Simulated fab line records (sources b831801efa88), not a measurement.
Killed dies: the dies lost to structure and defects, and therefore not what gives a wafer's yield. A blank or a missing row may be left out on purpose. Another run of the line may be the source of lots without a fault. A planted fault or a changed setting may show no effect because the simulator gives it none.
The tool behind it: which one? || flow sky130 || 14 lots, 42 wafers sampled, at 3 steps of a route of 708

## WHAT THE GAUGES READ, wafer by wafer
SKY_SD_N_RS_MEAS_16: a four-point-probe measurement. Usual: SD_N_RS 68.48 ohm/sq, standard deviation 0.13.
{"lot": "L798", "measured": "day 27 13:44", "on": "filmMetro-04", "SD_N_RS (ohm/sq)": "68.32 68.25 68.31", "flag": ""}
{"lot": "L799", "measured": "day 28 02:43", "on": "filmMetro-02", "SD_N_RS (ohm/sq)": "68.57 68.47 68.51", "flag": ""}
{"lot": "L802", "measured": "day 29 12:07", "on": "filmMetro-03", "SD_N_RS (ohm/sq)": "68.60 68.44 68.53", "flag": ""}
{"lot": "L804", "measured": "day 30 07:14", "on": "filmMetro-03", "SD_N_RS (ohm/sq)": "68.61 68.49 68.49", "flag": ""}
{"lot": "L805", "measured": "day 30 16:13", "on": "filmMetro-04", "SD_N_RS (ohm/sq)": "68.55 68.35 68.52", "flag": ""}
{"lot": "L807", "measured": "day 31 02:04", "on": "filmMetro-02", "SD_N_RS (ohm/sq)": "68.44 68.46 68.67", "flag": ""}
{"lot": "L808", "measured": "day 31 09:42", "on": "filmMetro-04", "SD_N_RS (ohm/sq)": "68.05 68.29 68.44", "flag": ""}
{"lot": "L809", "measured": "day 31 16:36", "on": "filmMetro-02", "SD_N_RS (ohm/sq)": "68.63 68.56 68.22", "flag": ""}
{"lot": "L810", "measured": "day 32 02:46", "on": "filmMetro-02", "SD_N_RS (ohm/sq)": "68.43 68.42 68.48", "flag": ""}
{"lot": "L812", "measured": "day 32 21:57", "on": "filmMetro-03", "SD_N_RS (ohm/sq)": "68.33 68.41 68.51", "flag": ""}
{"lot": "L814", "measured": "day 33 05:52", "on": "filmMetro-04", "SD_N_RS (ohm/sq)": "69.19 69.08 69.07", "flag": "OFF"}
{"lot": "L815", "measured": "day 33 21:38", "on": "filmMetro-04", "SD_N_RS (ohm/sq)": "68.31 68.28 68.31", "flag": ""}
{"lot": "L816", "measured": "day 34 00:42", "on": "filmMetro-02", "SD_N_RS (ohm/sq)": "69.16 69.15 69.24", "flag": "OFF"}
{"lot": "L818", "measured": "day 34 18:02", "on": "filmMetro-02", "SD_N_RS (ohm/sq)": "68.53 68.60 68.65", "flag": ""}

## TOOL THAT RAN EACH LOT (tool first, then ch and the chambers of the sampled wafers, then the start)
{"lot": "L798", "SKY_SD_N_IMPLANT_09": "implanter-03 ch 0, day 27 13:00", "SKY_SD_N_STRIP_11": "plasmaAsher-03 ch 0,1, day 27 13:17"}
{"lot": "L799", "SKY_SD_N_IMPLANT_09": "implanter-03 ch 0, day 28 02:02", "SKY_SD_N_STRIP_11": "plasmaAsher-02 ch 0,1, day 28 02:20"}
{"lot": "L802", "SKY_SD_N_IMPLANT_09": "implanter-02 ch 0, day 29 11:26", "SKY_SD_N_STRIP_11": "plasmaAsher-03 ch 0,1, day 29 11:43"}
{"lot": "L804", "SKY_SD_N_IMPLANT_09": "implanter-02 ch 0, day 30 06:34", "SKY_SD_N_STRIP_11": "plasmaAsher-01 ch 0,1, day 30 06:50"}
{"lot": "L805", "SKY_SD_N_IMPLANT_09": "implanter-02 ch 0, day 30 15:32", "SKY_SD_N_STRIP_11": "plasmaAsher-01 ch 0,1, day 30 15:50"}
{"lot": "L807", "SKY_SD_N_IMPLANT_09": "implanter-03 ch 0, day 31 01:23", "SKY_SD_N_STRIP_11": "plasmaAsher-01 ch 0, day 31 01:41"}
{"lot": "L808", "SKY_SD_N_IMPLANT_09": "implanter-03 ch 0, day 31 09:02", "SKY_SD_N_STRIP_11": "plasmaAsher-03 ch 0,1, day 31 09:18"}
{"lot": "L809", "SKY_SD_N_IMPLANT_09": "implanter-01 ch 0, day 31 15:56", "SKY_SD_N_STRIP_11": "plasmaAsher-01 ch 0,1, day 31 16:12"}
{"lot": "L810", "SKY_SD_N_IMPLANT_09": "implanter-02 ch 0, day 32 02:02", "SKY_SD_N_STRIP_11": "plasmaAsher-02 ch 0,1, day 32 02:20"}
{"lot": "L812", "SKY_SD_N_IMPLANT_09": "implanter-01 ch 0, day 32 21:16", "SKY_SD_N_STRIP_11": "plasmaAsher-02 ch 0,1, day 32 21:32"}
{"lot": "L814", "SKY_SD_N_IMPLANT_09": "implanter-01 ch 0, day 33 05:11", "SKY_SD_N_STRIP_11": "plasmaAsher-01 ch 0,1, day 33 05:28"}
{"lot": "L815", "SKY_SD_N_IMPLANT_09": "implanter-03 ch 0, day 33 20:56", "SKY_SD_N_STRIP_11": "plasmaAsher-02 ch 0,1, day 33 21:14"}
{"lot": "L816", "SKY_SD_N_IMPLANT_09": "implanter-01 ch 0, day 34 00:01", "SKY_SD_N_STRIP_11": "plasmaAsher-03 ch 0,1, day 34 00:17"}
{"lot": "L818", "SKY_SD_N_IMPLANT_09": "implanter-03 ch 0, day 34 17:21", "SKY_SD_N_STRIP_11": "plasmaAsher-01 ch 0,1, day 34 17:39"}
- SKY_SD_N_IMPLANT_09
- SKY_SD_N_STRIP_11: strips in O2/N2.

## WHAT THE TOOLS THEMSELVES READ (means of the sampled wafers that have a number; where no wafer has one, the mark that the record gives instead)
SKY_SD_N_IMPLANT_09. Usual: 4e+15 for doseIonsCm2, sd 4.8e+12.
{"lot": "L798", "tool": "implanter-03", "doseIonsCm2": 4e+15, "flag": ""}
{"lot": "L799", "tool": "implanter-03", "doseIonsCm2": 4e+15, "flag": ""}
{"lot": "L802", "tool": "implanter-02", "doseIonsCm2": 4e+15, "flag": ""}
{"lot": "L804", "tool": "implanter-02", "doseIonsCm2": 4e+15, "flag": ""}
{"lot": "L805", "tool": "implanter-02", "doseIonsCm2": 4e+15, "flag": ""}
{"lot": "L807", "tool": "implanter-03", "doseIonsCm2": 4e+15, "flag": ""}
{"lot": "L808", "tool": "implanter-03", "doseIonsCm2": 4e+15, "flag": ""}
{"lot": "L809", "tool": "implanter-01", "doseIonsCm2": 4e+15, "flag": ""}
{"lot": "L810", "tool": "implanter-02", "doseIonsCm2": 4e+15, "flag": ""}
{"lot": "L812", "tool": "implanter-01", "doseIonsCm2": 4e+15, "flag": ""}
{"lot": "L814", "tool": "implanter-01", "doseIonsCm2": 4e+15, "flag": ""}
{"lot": "L815", "tool": "implanter-03", "doseIonsCm2": 4e+15, "flag": ""}
{"lot": "L816", "tool": "implanter-01", "doseIonsCm2": 4e+15, "flag": ""}
{"lot": "L818", "tool": "implanter-03", "doseIonsCm2": 4e+15, "flag": ""}

SKY_SD_N_STRIP_11. Usual: drypumpMotorCurrentA 5.9 A, standard deviation 0.4; oesProductAu 0.528 a.u., standard deviation 0.0047; stripTimeToEndpointS 22.56 s, standard deviation 0.037.
{"lot": "L798", "tool": "plasmaAsher-03", "drypumpMotorCurrentA (A)": 5.8, "oesProductAu (a.u.)": 0.529, "stripTimeToEndpointS (s)": 22.54, "flag": ""}
{"lot": "L799", "tool": "plasmaAsher-02", "drypumpMotorCurrentA (A)": 5.5, "oesProductAu (a.u.)": 0.524, "stripTimeToEndpointS (s)": 22.57, "flag": ""}
{"lot": "L802", "tool": "plasmaAsher-03", "drypumpMotorCurrentA (A)": 5.8, "oesProductAu (a.u.)": 0.528, "stripTimeToEndpointS (s)": 22.58, "flag": ""}
{"lot": "L804", "tool": "plasmaAsher-01", "drypumpMotorCurrentA (A)": 6.0, "oesProductAu (a.u.)": 0.529, "stripTimeToEndpointS (s)": 22.55, "flag": ""}
{"lot": "L805", "tool": "plasmaAsher-01", "drypumpMotorCurrentA (A)": 6.0, "oesProductAu (a.u.)": 0.525, "stripTimeToEndpointS (s)": 22.53, "flag": ""}
{"lot": "L807", "tool": "plasmaAsher-01", "drypumpMotorCurrentA (A)": 6.1, "oesProductAu (a.u.)": 0.528, "stripTimeToEndpointS (s)": 22.57, "flag": ""}
{"lot": "L808", "tool": "plasmaAsher-03", "drypumpMotorCurrentA (A)": 5.8, "oesProductAu (a.u.)": 0.529, "stripTimeToEndpointS (s)": 22.51, "flag": ""}
{"lot": "L809", "tool": "plasmaAsher-01", "drypumpMotorCurrentA (A)": 6.0, "oesProductAu (a.u.)": 0.533, "stripTimeToEndpointS (s)": 22.60, "flag": ""}
{"lot": "L810", "tool": "plasmaAsher-02", "drypumpMotorCurrentA (A)": 5.9, "oesProductAu (a.u.)": 0.527, "stripTimeToEndpointS (s)": 22.60, "flag": ""}
{"lot": "L812", "tool": "plasmaAsher-02", "drypumpMotorCurrentA (A)": 5.5, "oesProductAu (a.u.)": 0.530, "stripTimeToEndpointS (s)": 22.56, "flag": ""}
{"lot": "L814", "tool": "plasmaAsher-01", "drypumpMotorCurrentA (A)": 6.0, "oesProductAu (a.u.)": 0.531, "stripTimeToEndpointS (s)": 22.24, "flag": "OFF"}
{"lot": "L815", "tool": "plasmaAsher-02", "drypumpMotorCurrentA (A)": 6.0, "oesProductAu (a.u.)": 0.533, "stripTimeToEndpointS (s)": 22.59, "flag": ""}
{"lot": "L816", "tool": "plasmaAsher-03", "drypumpMotorCurrentA (A)": 5.8, "oesProductAu (a.u.)": 0.537, "stripTimeToEndpointS (s)": 22.26, "flag": "OFF"}
{"lot": "L818", "tool": "plasmaAsher-01", "drypumpMotorCurrentA (A)": 6.0, "oesProductAu (a.u.)": 0.529, "stripTimeToEndpointS (s)": 22.53, "flag": ""}

## THE ANSWER, worked out from the rows above alone
Rule: a lot counts as off when the mean over its wafers that have a number is more than 3 standard deviations away from the usual mean. A lot without any number at a reading at which 4 lots or more have one is off too. All remaining lots with rows at the step are treated as sound. The gauges are gone through in route order, then the tools' own readings, and for those a lot's mean is taken as printed above. The first step at which some lot is off is used, and at that step the reading that is off furthest; a lot without a number counts as furthest.
Off: L814, L816, at SKY_SD_N_RS_MEAS_16 (SD_N_RS).
If a tool, at a process step before that reading, ran all the lots that are off and no sound lot after the first of them, it fits. Not tried: the gauges at SKY_SD_N_RS_MEAS_16; whatever is off there is also off at SKY_SD_N_STRIP_11, on other tools, and gauge error can't account for it. One fits: implanter-01 at SKY_SD_N_IMPLANT_09. Its last sound lot is L812 (day 32 21:16), its first lot that is off L814 (day 33 05:11): a fault that began between those two fits.

## WHAT THE SIMULATOR HAD PUT IN
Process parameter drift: implanter-01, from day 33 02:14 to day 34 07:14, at SKY_SD_N_IMPLANT_09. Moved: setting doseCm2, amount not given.
Lots struck among those shown: L814, L816. Same finding as the rule above.
